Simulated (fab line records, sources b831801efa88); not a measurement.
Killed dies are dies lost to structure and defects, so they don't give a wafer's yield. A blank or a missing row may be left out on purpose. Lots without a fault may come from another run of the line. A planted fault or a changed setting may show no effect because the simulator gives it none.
Which tool did it? | flow sky130 | 13 lots, 39 wafers sampled, at 6 steps of a route of 708

WHAT THE GAUGES READ, wafer by wafer
SKY_VT_ADJUST_LVTN_TW_MEAS_10. Usual: VT_ADJUST_LVTN_TW 240.1, standard deviation 2.4.
lot  | measured     | on            | VT_ADJUST_LVTN_TW | flag
L711 | day 7 23:13  | film_metro-04 | 244.5 244.6 243.7 |
L712 | day 8 00:22  | film_metro-04 | 242.8 241.9 242.9 |
L713 | day 7 23:27  | film_metro-02 | 236.4 237.0 237.2 |
L716 | day 8 18:04  | film_metro-01 | 239.3 237.8 239.7 |
L718 | day 9 00:07  | film_metro-04 | 243.4 242.2 242.3 |
L719 | day 9 13:02  | film_metro-04 | 243.1 241.9 242.8 |
L720 | day 9 14:58  | film_metro-04 | 30.0 30.2 30.2    | OFF
L727 | day 11 20:05 | film_metro-02 | 236.1 237.2 237.2 |
L728 | day 11 21:50 | film_metro-02 | 237.6 238.3 237.4 |
L729 | day 12 03:55 | film_metro-04 | 242.4 242.7 243.0 |
L730 | day 12 12:43 | film_metro-04 | 242.5 244.2 242.9 |
L731 | day 12 15:58 | film_metro-01 | 239.3 238.6 238.6 |
L733 | day 13 04:41 | film_metro-01 | 237.9 239.2 238.9 |

SKY_GATE_OXIDE_THK_MEAS_02. Usual: GATE_OXIDE_OXIDATION_00_THK 10.22 nm, standard deviation 0.25.
lot  | measured     | on            | GATE_OXIDE_OXIDATION_00_THK (nm) | flag
L711 | day 14 02:13 | film_metro-01 | 9.95 9.93 10.06                  |
L712 | day 14 04:25 | film_metro-03 | 10.03 9.98 10.21                 |
L713 | day 14 02:49 | film_metro-04 | 10.05 10.08 10.02                |
L716 | day 15 02:59 | film_metro-04 | 10.56 10.49 10.69                |
L718 | day 15 11:20 | film_metro-01 | 10.42 10.50 10.42                |
L719 | day 16 02:34 | film_metro-03 | 10.63 10.51 10.67                |
L720 | day 16 07:17 | film_metro-03 | 10.22 10.43 10.28                |
L727 | day 18 21:47 | film_metro-04 | 10.02 10.15 10.22                |
L728 | day 19 04:46 | film_metro-03 | 10.43 10.45 10.51                |
L729 | day 19 12:41 | film_metro-01 | 9.97 9.91 9.79                   |
L730 | day 19 21:43 | film_metro-04 | 10.31 10.16 10.06                |
L731 | day 20 01:54 | film_metro-01 | 10.03 10.13 9.96                 |
L733 | day 20 18:10 | film_metro-03 | 9.84 9.87 9.90                   |

WHICH TOOL RAN EACH LOT (tool, then ch and the chambers of the sampled wafers, then the start)
lot  | SKY_FIELD_ISO_ETCH_17           | SKY_VT_ADJUST_HVTP_STRIP_10          | SKY_VT_ADJUST_LVTN_STRIP_09          | SKY_VT_ADJUST_PCH_STRIP_09
L711 | rie_si-02 ch 1,2, day 2 12:16   | plasma_asher-01 ch 0,1, day 7 02:37  | plasma_asher-02 ch 0,1, day 7 23:07  | plasma_asher-04 ch 1, day 11 15:13
L712 | rie_si-01 ch 0,2,3, day 2 16:14 | plasma_asher-01 ch 0,1, day 7 04:07  | plasma_asher-02 ch 0,1, day 8 00:16  | plasma_asher-04 ch 0,1, day 11 17:43
L713 | rie_si-01 ch 1,2,3, day 2 20:23 | plasma_asher-01 ch 0,1, day 7 03:01  | plasma_asher-03 ch 0,1, day 7 23:22  | plasma_asher-01 ch 0,1, day 11 15:36
L716 | rie_si-02 ch 1,2, day 3 13:31   | plasma_asher-01 ch 0,1, day 7 20:28  | plasma_asher-02 ch 0,1, day 8 17:58  | plasma_asher-01 ch 0,1, day 12 14:34
L718 | rie_si-02 ch 1,2,3, day 3 22:25 | plasma_asher-01 ch 0,1, day 8 02:14  | plasma_asher-02 ch 0,1, day 9 00:01  | plasma_asher-04 ch 0,1, day 12 21:16
L719 | rie_si-01 ch 0,2, day 4 08:48   | plasma_asher-01 ch 0,1, day 8 15:11  | plasma_asher-01 ch 0,1, day 9 12:55  | plasma_asher-01 ch 0,1, day 13 12:45
L720 | rie_si-02 ch 1,2,3, day 4 08:53 | plasma_asher-01 ch 0,1, day 8 17:02  | plasma_asher-01 ch 0,1, day 9 14:52  | plasma_asher-02 ch 0,1, day 13 14:39
L727 | rie_si-01 ch 0,1,3, day 5 21:00 | plasma_asher-04 ch 0,1, day 10 20:31 | plasma_asher-01 ch 0,1, day 11 20:00 | plasma_asher-01 ch 0,1, day 16 04:39
L728 | rie_si-01 ch 0,1, day 6 01:00   | plasma_asher-01 ch 0,1, day 10 22:05 | plasma_asher-01 ch 0,1, day 11 21:43 | plasma_asher-02 ch 0,1, day 16 08:12
L729 | rie_si-02 ch 0,1,2, day 6 09:48 | plasma_asher-04 ch 0,1, day 11 04:13 | plasma_asher-02 ch 0,1, day 12 03:49 | plasma_asher-04 ch 0,1, day 16 17:58
L730 | rie_si-01 ch 0,2, day 6 14:14   | plasma_asher-04 ch 0,1, day 11 12:20 | plasma_asher-02 ch 0, day 12 12:37   | plasma_asher-04 ch 0,1, day 17 02:07
L731 | rie_si-02 ch 1,2,3, day 6 17:56 | plasma_asher-02 ch 0,1, day 11 15:07 | plasma_asher-01 ch 0,1, day 12 15:52 | plasma_asher-04 ch 0,1, day 17 04:55
L733 | rie_si-02 ch 1,2,3, day 7 06:11 | plasma_asher-02 ch 0,1, day 12 02:10 | plasma_asher-03 ch 0,1, day 13 04:36 | plasma_asher-04 ch 0,1, day 17 19:56
- SKY_FIELD_ISO_ETCH_17: etches Si in HBr/Cl2/O2, target depth 342 nm, time 97.7 s.
- SKY_VT_ADJUST_HVTP_STRIP_10: strips in O2/N2.
- SKY_VT_ADJUST_LVTN_STRIP_09: strips in O2/N2.
- SKY_VT_ADJUST_PCH_STRIP_09: strips in O2/N2.

WHAT THE TOOLS THEMSELVES READ (means of the sampled wafers that have a number; where no wafer has one, the mark that the record gives instead)
SKY_FIELD_ISO_ETCH_17. Usual: drypump_motor_current_A 5.4 A, standard deviation 0.49; oes_product_au 0.992 a.u., standard deviation 0.009; throttle_valve_pct 25.663 %, standard deviation 0.011.
lot  | tool      | drypump_motor_current_A (A) | oes_product_au (a.u.) | throttle_valve_pct (%) | flag
L711 | rie_si-02 | 5.3                         | 1.005                 | 25.662                 |
L712 | rie_si-01 | 5.7                         | 0.990                 | 25.675                 |
L713 | rie_si-01 | 6.0                         | 0.986                 | 25.679                 |
L716 | rie_si-02 | 5.0                         | 0.998                 | 25.664                 |
L718 | rie_si-02 | 5.0                         | 0.999                 | 25.656                 |
L719 | rie_si-01 | 5.7                         | 0.991                 | 25.657                 |
L720 | rie_si-02 | 5.0                         | 0.995                 | 25.662                 |
L727 | rie_si-01 | 5.7                         | 0.995                 | 25.661                 |
L728 | rie_si-01 | 5.3                         | 0.998                 | 25.659                 |
L729 | rie_si-02 | 5.1                         | 0.989                 | 25.663                 |
L730 | rie_si-01 | 5.7                         | 0.995                 | 25.655                 |
L731 | rie_si-02 | 5.0                         | 0.996                 | 25.660                 |
L733 | rie_si-02 | 5.0                         | 0.995                 | 25.660                 |

SKY_VT_ADJUST_HVTP_STRIP_10. Usual: drypump_motor_current_A 5.7 A, standard deviation 0.52; oes_product_au 0.716 a.u., standard deviation 0.0043; strip_time_to_endpoint_s 14.18 s, standard deviation 0.039.
lot  | tool            | drypump_motor_current_A (A) | oes_product_au (a.u.) | strip_time_to_endpoint_s (s) | flag
L711 | plasma_asher-01 | 6.2                         | 0.714                 | 14.19                        |
L712 | plasma_asher-01 | 6.2                         | 0.714                 | 14.11                        |
L713 | plasma_asher-01 | 6.3                         | 0.717                 | 14.19                        |
L716 | plasma_asher-01 | 6.2                         | 0.719                 | 14.16                        |
L718 | plasma_asher-01 | 6.2                         | 0.716                 | 14.11                        |
L719 | plasma_asher-01 | 6.2                         | 0.714                 | 14.19                        |
L720 | plasma_asher-01 | 6.2                         | 0.901                 | -                            | OFF
L727 | plasma_asher-04 | 5.5                         | 0.716                 | 14.15                        |
L728 | plasma_asher-01 | 6.2                         | 0.715                 | 14.15                        |
L729 | plasma_asher-04 | 5.7                         | 0.716                 | 14.24                        |
L730 | plasma_asher-04 | 5.5                         | 0.716                 | 14.22                        |
L731 | plasma_asher-02 | 5.0                         | 0.714                 | 14.20                        |
L733 | plasma_asher-02 | 5.2                         | 0.715                 | 14.18                        |

SKY_VT_ADJUST_LVTN_STRIP_09. Usual: drypump_motor_current_A 5.7 A, standard deviation 0.57; oes_product_au 0.722 a.u., standard deviation 0.0043; strip_time_to_endpoint_s 36.86 s, standard deviation 0.1.
lot  | tool            | drypump_motor_current_A (A) | oes_product_au (a.u.) | strip_time_to_endpoint_s (s) | flag
L711 | plasma_asher-02 | 4.9                         | 0.724                 | 36.94                        |
L712 | plasma_asher-02 | 5.0                         | 0.724                 | 36.80                        |
L713 | plasma_asher-03 | 5.6                         | 0.721                 | 36.80                        |
L716 | plasma_asher-02 | 5.3                         | 0.725                 | 36.78                        |
L718 | plasma_asher-02 | 5.0                         | 0.723                 | 36.90                        |
L719 | plasma_asher-01 | 6.2                         | 0.723                 | 36.91                        |
L720 | plasma_asher-01 | 6.2                         | 0.726                 | 48.87                        | OFF
L727 | plasma_asher-01 | 6.2                         | 0.720                 | 36.77                        |
L728 | plasma_asher-01 | 6.2                         | 0.722                 | 36.90                        |
L729 | plasma_asher-02 | 5.2                         | 0.723                 | 36.98                        |
L730 | plasma_asher-02 | 5.5                         | 0.724                 | 36.76                        |
L731 | plasma_asher-01 | 6.2                         | 0.720                 | 36.83                        |
L733 | plasma_asher-03 | 5.9                         | 0.723                 | 37.03                        |

SKY_VT_ADJUST_PCH_STRIP_09. Usual: drypump_motor_current_A 5.7 A, standard deviation 0.49; oes_product_au 0.722 a.u., standard deviation 0.0045; strip_time_to_endpoint_s 36.93 s, standard deviation 0.098.
lot  | tool            | drypump_motor_current_A (A) | oes_product_au (a.u.) | strip_time_to_endpoint_s (s) | flag
L711 | plasma_asher-04 | 5.8                         | 0.718                 | 36.99                        |
L712 | plasma_asher-04 | 5.5                         | 0.717                 | 36.88                        |
L713 | plasma_asher-01 | 6.2                         | 0.722                 | 36.77                        |
L716 | plasma_asher-01 | 6.2                         | 0.721                 | 36.95                        |
L718 | plasma_asher-04 | 5.7                         | 0.722                 | 37.14                        |
L719 | plasma_asher-01 | 6.2                         | 0.722                 | 36.97                        |
L720 | plasma_asher-02 | 5.0                         | 0.720                 | 36.95                        |
L727 | plasma_asher-01 | 6.2                         | 0.726                 | 36.84                        |
L728 | plasma_asher-02 | 5.2                         | 0.718                 | 36.97                        |
L729 | plasma_asher-04 | 5.5                         | 0.726                 | 37.00                        |
L730 | plasma_asher-04 | 5.5                         | 0.724                 | 36.97                        |
L731 | plasma_asher-04 | 5.7                         | 0.723                 | 36.81                        |
L733 | plasma_asher-04 | 5.7                         | 0.723                 | 37.02                        |

THE ANSWER, worked out from the rows above alone
Rule: a lot is off if the mean of its wafers that have a number lies more than 3 standard deviations from the usual mean. A lot without any number at a reading at which 4 lots or more have one is off too. The other lots that the step has rows for count as sound. The gauges are gone through in route order, then the tools' own readings, and for those a lot's mean is taken as printed above. The first step at which some lot is off is used, and at that step the reading that is off furthest; a lot without a number counts as furthest.
Off: L720, at SKY_VT_ADJUST_LVTN_TW_MEAS_10 (VT_ADJUST_LVTN_TW).
A tool fits if, at a process step before that reading, it ran every lot that is off, and no sound lot after the first of them. The gauges at SKY_VT_ADJUST_LVTN_TW_MEAS_10 aren't tried: what is off there is off at SKY_VT_ADJUST_HVTP_STRIP_10 too, on other tools, and a gauge's error can't cause that. None of those tried fits.

WHAT THE SIMULATOR HAD PUT IN
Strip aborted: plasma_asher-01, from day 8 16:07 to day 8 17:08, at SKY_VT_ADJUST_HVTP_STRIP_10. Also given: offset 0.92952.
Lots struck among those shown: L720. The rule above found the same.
